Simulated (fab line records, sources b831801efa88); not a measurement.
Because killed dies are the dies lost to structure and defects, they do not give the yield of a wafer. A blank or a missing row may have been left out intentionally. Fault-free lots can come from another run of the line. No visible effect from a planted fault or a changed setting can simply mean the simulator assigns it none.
fab line records + flow gf180mcu + part 2 of 2: steps 23 to 32 of 32
[record]
- lots = 5
- wafers = 15
- lastDay = 33
route steps=602 shown HV_LDD@185
lots that met no fault: from a run of the same line without faults
startH: hours from the record's first day to the start of the lot's first wafer shown + waitH: time in hours since the lot's previous step + " unchanged from the row above + L1.1+2: a row that stands for several wafers + - no value, or no start was given + * or withheld: withheld + < > ~ a bound
route shown NAME@n: names a module that has steps shown in the file, with the first one's number in the route + usual: mean/standard deviation of fault-free wafers + same: alike in all rows + chamber/n: place in a boat + sites: the reading at each site + _std_site: their standard deviation + _edge_site: outer sites' mean less inner sites' + radiusMm: for every site, how far away it sits from the centre of the wafer + mask NAME#n: copy n + behind: tool/chamber where the wafer was last shaped + hold: why the lot went on hold/how many hours it stayed there/how the hold came to an end + device: transistor that didn't switch, given as n, p or np + end of line: the route-end tests of the same wafers + a step without rows: its recipe alone + killed: dies lost to structure and defects at the first sort, not the wafer's yield + map: a wafer's dies, marking killed ones x, the rest . and places with no die _
set.NAME: the setting that was run; set.NAME@STEP: the one run at that earlier step + model.NAME: the simulator's own value behind a step, which no gauge read
lots at selected steps of the route; one table per step, one row per wafer
services: from which hour (startH, from the record's first day; less than 0 if before it) a tool's chamber was out of use, for how many hours, and why
[[steps]]
[step GF_HV_LDD_CD_MEAS_31]
[recipe]
- targetCdNm = 400
[usual]
- cdNm = 400.0/2
| lot.wafer | tool     | chamber | startH | waitH | cdNm  |
|-----------|----------|---------|--------|-------|-------|
| L075.4    | cdSem-02 | -       | 263.62 | 0.1   | 396.7 |
| L075.5    | "        | -       | "      | "     | 398.4 |
| L075.6    | "        | -       | "      | "     | 398.2 |
| L082.2    | cdSem-02 | -       | 326.53 | 0.1   | 403.3 |
| L082.4    | "        | -       | "      | "     | 401.7 |
| L082.6    | "        | -       | "      | "     | 402.4 |
| L086.1    | cdSem-02 | -       | 353.58 | 0.1   | 401.4 |
| L086.4    | "        | -       | "      | "     | 396.4 |
| L086.5    | "        | -       | "      | "     | 398.8 |
| L087.1    | cdSem-02 | -       | 360.51 | 0.1   | 400.7 |
| L087.4    | "        | -       | "      | "     | 399.3 |
| L087.5    | "        | -       | "      | "     | 399.9 |
| L088.4    | cdSem-01 | -       | 369.83 | 0.1   | 401.6 |
| L088.5    | "        | -       | "      | "     | 400.7 |
| L088.6    | "        | -       | "      | "     | 400.6 |
[step GF_HV_LDD_OVL_MEAS_32]
[usual]
- HV_LDD_02_OVL = 0.4/1.4
| lot.wafer | tool       | chamber | startH | waitH | HV_LDD_02_OVL[nm] |
|-----------|------------|---------|--------|-------|-------------------|
| L075.4    | overlay-02 | -       | 263.70 | 0.1   | 1.0               |
| L075.5    | "          | -       | "      | "     | 0.2               |
| L075.6    | "          | -       | "      | "     | 1.4               |
| L082.2    | overlay-01 | -       | 326.64 | 0.1   | -0.4              |
| L082.4    | "          | -       | "      | "     | 1.0               |
| L082.6    | "          | -       | "      | "     | 0.9               |
| L086.1    | overlay-01 | -       | 353.70 | 0.1   | 1.4               |
| L086.4    | "          | -       | "      | "     | -0.6              |
| L086.5    | "          | -       | "      | "     | 1.4               |
| L087.1    | overlay-02 | -       | 360.63 | 0.1   | -1.1              |
| L087.4    | "          | -       | "      | "     | -0.3              |
| L087.5    | "          | -       | "      | "     | 0.0               |
| L088.4    | overlay-02 | -       | 369.91 | 0.1   | 0.0               |
| L088.5    | "          | -       | "      | "     | 0.2               |
| L088.6    | "          | -       | "      | "     | -0.7              |
[step GF_HV_LDD_IMPLANT_33]
[recipe]
- species = P
- energyKev = 60
- doseCm2 = 7.289e+12
- tiltDeg = 30
- rotationDeg = 0
[usual]
- beamOnS = 10.01/0.19
| lot.wafer | tool         | chamber | startH | waitH | beamOnS |
|-----------|--------------|---------|--------|-------|---------|
| L075.4    | implanter-04 | 0       | 263.79 | 0.1   | 9.80    |
| L075.5    | "            | 0       | "      | "     | 9.87    |
| L075.6    | "            | 0       | "      | "     | 9.85    |
| L082.2    | implanter-03 | 0       | 326.69 | 0.0   | 9.96    |
| L082.4    | "            | 0       | "      | "     | 10.03   |
| L082.6    | "            | 0       | "      | "     | 10.23   |
| L086.1    | implanter-03 | 0       | 353.73 | 0.0   | 10.39   |
| L086.4    | "            | 0       | "      | "     | 10.20   |
| L086.5    | "            | 0       | "      | "     | 10.14   |
| L087.1    | implanter-03 | 0       | 360.67 | 0.0   | 9.88    |
| L087.4    | "            | 0       | "      | "     | 10.15   |
| L087.5    | "            | 0       | "      | "     | 9.74    |
| L088.4    | implanter-03 | 0       | 370.01 | 0.1   | 9.84    |
| L088.5    | "            | 0       | "      | "     | 9.94    |
| L088.6    | "            | 0       | "      | "     | 9.99    |
[step GF_HV_LDD_IMPLANT_34]
[recipe]
- species = P
- energyKev = 60
- doseCm2 = 7.5e+12
- tiltDeg = 30
- rotationDeg = 90
[usual]
- beamOnS = 9.98/0.2
| lot.wafer | tool         | chamber | startH | waitH | beamOnS |
|-----------|--------------|---------|--------|-------|---------|
| L075.4    | implanter-04 | 0       | 263.94 | 0.1   | 9.96    |
| L075.5    | "            | 0       | "      | "     | 10.37   |
| L075.6    | "            | 0       | "      | "     | 10.53   |
| L082.2    | implanter-03 | 0       | 326.84 | 0.1   | 9.65    |
| L082.4    | "            | 0       | "      | "     | 10.15   |
| L082.6    | "            | 0       | "      | "     | 9.83    |
| L086.1    | implanter-03 | 0       | 353.88 | 0.1   | 9.66    |
| L086.4    | "            | 0       | "      | "     | 9.88    |
| L086.5    | "            | 0       | "      | "     | 9.74    |
| L087.1    | implanter-03 | 0       | 360.82 | 0.1   | 9.91    |
| L087.4    | "            | 0       | "      | "     | 9.93    |
| L087.5    | "            | 0       | "      | "     | 9.70    |
| L088.4    | implanter-03 | 0       | 370.16 | 0.1   | 9.91    |
| L088.5    | "            | 0       | "      | "     | 9.65    |
| L088.6    | "            | 0       | "      | "     | 10.18   |
[step GF_HV_LDD_IMPLANT_35]
[recipe]
- species = P
- energyKev = 60
- doseCm2 = 7.5e+12
- tiltDeg = 30
- rotationDeg = 180
[usual]
- beamOnS = 10.03/0.19
| lot.wafer | tool         | chamber | startH | waitH | beamOnS |
|-----------|--------------|---------|--------|-------|---------|
| L075.4    | implanter-04 | 0       | 264.09 | 0.1   | 10.08   |
| L075.5    | "            | 0       | "      | "     | 10.05   |
| L075.6    | "            | 0       | "      | "     | 10.06   |
| L082.2    | implanter-03 | 0       | 326.99 | 0.1   | 9.90    |
| L082.4    | "            | 0       | "      | "     | 10.12   |
| L082.6    | "            | 0       | "      | "     | 9.65    |
| L086.1    | implanter-03 | 0       | 354.03 | 0.1   | 10.06   |
| L086.4    | "            | 0       | "      | "     | 9.90    |
| L086.5    | "            | 0       | "      | "     | 10.25   |
| L087.1    | implanter-03 | 0       | 360.97 | 0.1   | 9.97    |
| L087.4    | "            | 0       | "      | "     | 10.18   |
| L087.5    | "            | 0       | "      | "     | 9.98    |
| L088.4    | implanter-03 | 0       | 370.31 | 0.1   | 10.16   |
| L088.5    | "            | 0       | "      | "     | 10.14   |
| L088.6    | "            | 0       | "      | "     | 9.81    |
[step GF_HV_LDD_IMPLANT_36]
[recipe]
- species = P
- energyKev = 60
- doseCm2 = 7.5e+12
- tiltDeg = 30
- rotationDeg = 270
[usual]
- beamOnS = 9.99/0.2
| lot.wafer | tool         | chamber | startH | waitH | beamOnS |
|-----------|--------------|---------|--------|-------|---------|
| L075.4    | implanter-04 | 0       | 264.24 | 0.1   | 10.12   |
| L075.5    | "            | 0       | "      | "     | 9.66    |
| L075.6    | "            | 0       | "      | "     | 10.23   |
| L082.2    | implanter-03 | 0       | 327.14 | 0.1   | 10.18   |
| L082.4    | "            | 0       | "      | "     | 10.03   |
| L082.6    | "            | 0       | "      | "     | 9.99    |
| L086.1    | implanter-03 | 0       | 354.18 | 0.1   | 10.18   |
| L086.4    | "            | 0       | "      | "     | 10.16   |
| L086.5    | "            | 0       | "      | "     | 9.88    |
| L087.1    | implanter-03 | 0       | 361.12 | 0.1   | 10.03   |
| L087.4    | "            | 0       | "      | "     | 10.25   |
| L087.5    | "            | 0       | "      | "     | 9.98    |
| L088.4    | implanter-03 | 0       | 370.46 | 0.1   | 9.95    |
| L088.5    | "            | 0       | "      | "     | 9.91    |
| L088.6    | "            | 0       | "      | "     | 10.21   |
[step GF_HV_LDD_STRIP_37]
[recipe]
- chemistry = O2/N2
- powerW = 1400
- pressureMtorr = 1500
- platenTempC = 250
- o2FlowSccm = 3000
- n2FlowSccm = 300
- overashFraction = 0.5
[usual]
- drypumpMotorCurrentA = 5.8/0.53
- heaterPowerW = 344/33
- n2FlowSccm = 300.2/0.87
- o2FlowSccm = 2999/8.3
- oesProductAu = 0.715/0.0047
- platenTempC = 250.03/0.17
- stripTimeToEndpointS = 12.64/0.033
| lot.wafer | tool           | chamber | startH | waitH | drypumpMotorCurrentA | heaterPowerW | n2FlowSccm | o2FlowSccm | oesProductAu | platenTempC | rfHoursCounterH | stripTimeToEndpointS |
|-----------|----------------|---------|--------|-------|----------------------|--------------|------------|------------|--------------|-------------|-----------------|----------------------|
| L075.4    | plasmaAsher-03 | 1       | 264.35 | 0.1   | 5.7                  | 315          | 300.2      | 3009       | 0.720        | 249.87      | -               | 12.68                |
| L075.5    | "              | 1       | "      | "     | 5.7                  | 303          | 300.2      | 3017       | 0.714        | 249.92      | -               | 12.64                |
| L075.6    | "              | 0       | "      | "     | 5.2                  | 304          | 299.6      | 2997       | 0.709        | 249.94      | -               | 12.62                |
| L082.2    | plasmaAsher-04 | 1       | 327.27 | 0.1   | 6.5                  | 394          | 299.5      | 2988       | 0.714        | 249.97      | 70              | 12.66                |
| L082.4    | "              | 0       | "      | "     | 5.2                  | 358          | 300.0      | 2997       | 0.721        | 250.19      | -               | 12.64                |
| L082.6    | "              | 1       | "      | "     | 6.4                  | 405          | 300.9      | 3002       | 0.720        | 249.91      | -               | 12.65                |
| L086.1    | plasmaAsher-04 | 0       | 354.33 | 0.1   | 5.2                  | 350          | 300.8      | 3007       | 0.715        | 249.78      | 73              | 12.69                |
| L086.4    | "              | 1       | "      | "     | 6.4                  | 402          | 299.7      | 3007       | 0.715        | 250.20      | -               | 12.67                |
| L086.5    | "              | 0       | "      | "     | 5.2                  | 357          | 299.1      | 2995       | 0.718        | 250.15      | -               | 12.69                |
| L087.1    | plasmaAsher-03 | 0       | 361.27 | 0.1   | 5.2                  | 291          | 300.5      | 2998       | 0.715        | 250.17      | 26              | 12.65                |
| L087.4    | "              | 1       | "      | "     | 5.7                  | 312          | 301.1      | 2987       | 0.713        | 249.80      | -               | 12.64                |
| L087.5    | "              | 1       | "      | "     | 5.7                  | 305          | 299.0      | 3000       | 0.719        | 249.86      | -               | 12.66                |
| L088.4    | plasmaAsher-04 | 0       | 370.56 | 0.1   | 5.2                  | 343          | 300.9      | 3007       | 0.717        | 249.95      | -               | 12.62                |
| L088.5    | "              | 0       | "      | "     | 5.1                  | 353          | 299.2      | 2992       | 0.717        | 250.22      | -               | 12.56                |
| L088.6    | "              | 1       | "      | "     | 6.4                  | 396          | 300.4      | 2998       | 0.717        | 250.34      | -               | 12.61                |
[step GF_HV_LDD_TW_MEAS_38]
[usual]
- HV_LDD_3_TW = 1431/6.2
| lot.wafer | tool         | chamber | startH | waitH | HV_LDD_3_TW |
|-----------|--------------|---------|--------|-------|-------------|
| L075.4    | filmMetro-01 | -       | 264.45 | 0.1   | 1427        |
| L075.5    | "            | -       | "      | "     | 1431        |
| L075.6    | "            | -       | "      | "     | 1429        |
| L082.2    | filmMetro-01 | -       | 327.38 | 0.1   | 1426        |
| L082.4    | "            | -       | "      | "     | 1426        |
| L082.6    | "            | -       | "      | "     | 1424        |
| L086.1    | filmMetro-04 | -       | 354.43 | 0.1   | 1428        |
| L086.4    | "            | -       | "      | "     | 1437        |
| L086.5    | "            | -       | "      | "     | 1427        |
| L087.1    | filmMetro-04 | -       | 361.37 | 0.1   | 1430        |
| L087.4    | "            | -       | "      | "     | 1430        |
| L087.5    | "            | -       | "      | "     | 1426        |
| L088.4    | filmMetro-04 | -       | 370.66 | 0.1   | 1425        |
| L088.5    | "            | -       | "      | "     | 1430        |
| L088.6    | "            | -       | "      | "     | 1434        |
[step GF_HV_LDD_DEHYDRATE_39]
[recipe]
- tempC = 200
- timeS = 60
[usual]
- exhaustPa = 45.0/0.83
- heaterPowerTotalW = 160.38/0.13
| lot.wafer | tool          | chamber | startH | waitH | exhaustPa | heaterPowerTotalW |
|-----------|---------------|---------|--------|-------|-----------|-------------------|
| L075.4    | lithoTrack-01 | 0       | 273.15 | 8.7   | 45.6      | 160.21            |
| L075.5    | "             | 0       | "      | "     | 46.6      | 160.32            |
| L075.6    | "             | 0       | "      | "     | 45.5      | 160.43            |
| L082.2    | lithoTrack-02 | 0       | 337.93 | 10.5  | 46.3      | 160.50            |
| L082.4    | "             | 0       | "      | "     | 46.2      | 160.35            |
| L082.6    | "             | 0       | "      | "     | 44.2      | 160.22            |
| L086.1    | lithoTrack-03 | 0       | 365.21 | 10.8  | 44.7      | 160.43            |
| L086.4    | "             | 0       | "      | "     | 43.1      | 160.59            |
| L086.5    | "             | 0       | "      | "     | 45.3      | 160.32            |
| L087.1    | lithoTrack-03 | 0       | 371.16 | 9.8   | 45.8      | 160.50            |
| L087.4    | "             | 0       | "      | "     | 44.4      | 160.42            |
| L087.5    | "             | 0       | "      | "     | 45.3      | 160.22            |
| L088.4    | lithoTrack-02 | 0       | 382.02 | 11.4  | 44.4      | 160.40            |
| L088.5    | "             | 0       | "      | "     | 44.6      | 160.24            |
| L088.6    | "             | 0       | "      | "     | 45.4      | 160.38            |
[step GF_HV_LDD_HMDS_40]
[recipe]
- primeTimeS = 60
- primeTempC = 120
[usual]
- exhaustPa = 45.0/0.84
| lot.wafer | tool          | chamber | startH | waitH | exhaustPa |
|-----------|---------------|---------|--------|-------|-----------|
| L075.4    | lithoTrack-01 | 0       | 273.30 | 0.1   | 46.7      |
| L075.5    | "             | 0       | "      | "     | 44.6      |
| L075.6    | "             | 0       | "      | "     | 47.1      |
| L082.2    | lithoTrack-02 | 0       | 338.08 | 0.1   | 45.0      |
| L082.4    | "             | 0       | "      | "     | 45.2      |
| L082.6    | "             | 0       | "      | "     | 45.4      |
| L086.1    | lithoTrack-03 | 0       | 365.36 | 0.1   | 45.5      |
| L086.4    | "             | 0       | "      | "     | 44.5      |
| L086.5    | "             | 0       | "      | "     | 44.7      |
| L087.1    | lithoTrack-03 | 0       | 371.31 | 0.1   | 46.7      |
| L087.4    | "             | 0       | "      | "     | 45.8      |
| L087.5    | "             | 0       | "      | "     | 45.0      |
| L088.4    | lithoTrack-02 | 0       | 382.17 | 0.1   | 44.7      |
| L088.5    | "             | 0       | "      | "     | 45.0      |
| L088.6    | "             | 0       | "      | "     | 44.7      |
[[services]]
| tool            | chamber | startH | hours | kind        |
|-----------------|---------|--------|-------|-------------|
| implanter-02    | -       | 226.77 | 2.4   | repair      |
| ilineStepper-02 | -       | 236.93 | 4.3   | pm          |
| ilineStepper-01 | -       | 248.90 | 1.7   | pm          |
| ilineStepper-01 | 0       | 265.41 | -     | calibration |
| implanter-03    | -       | 266.58 | 4.7   | pm          |
| implanter-03    | -       | 272.34 | 15.8  | pm          |
| ilineStepper-02 | -       | 275.46 | 5.4   | repair      |
| implanter-02    | -       | 281.23 | 8.2   | pm          |
| plasmaAsher-02  | -       | 283.59 | 3.6   | repair      |
| implanter-04    | -       | 330.83 | 6.8   | pm          |
| implanter-03    | -       | 334.39 | 2.1   | pm          |
| ilineStepper-02 | -       | 340.47 | 1.7   | pm          |
| ilineStepper-02 | 0       | 343.66 | -     | calibration |
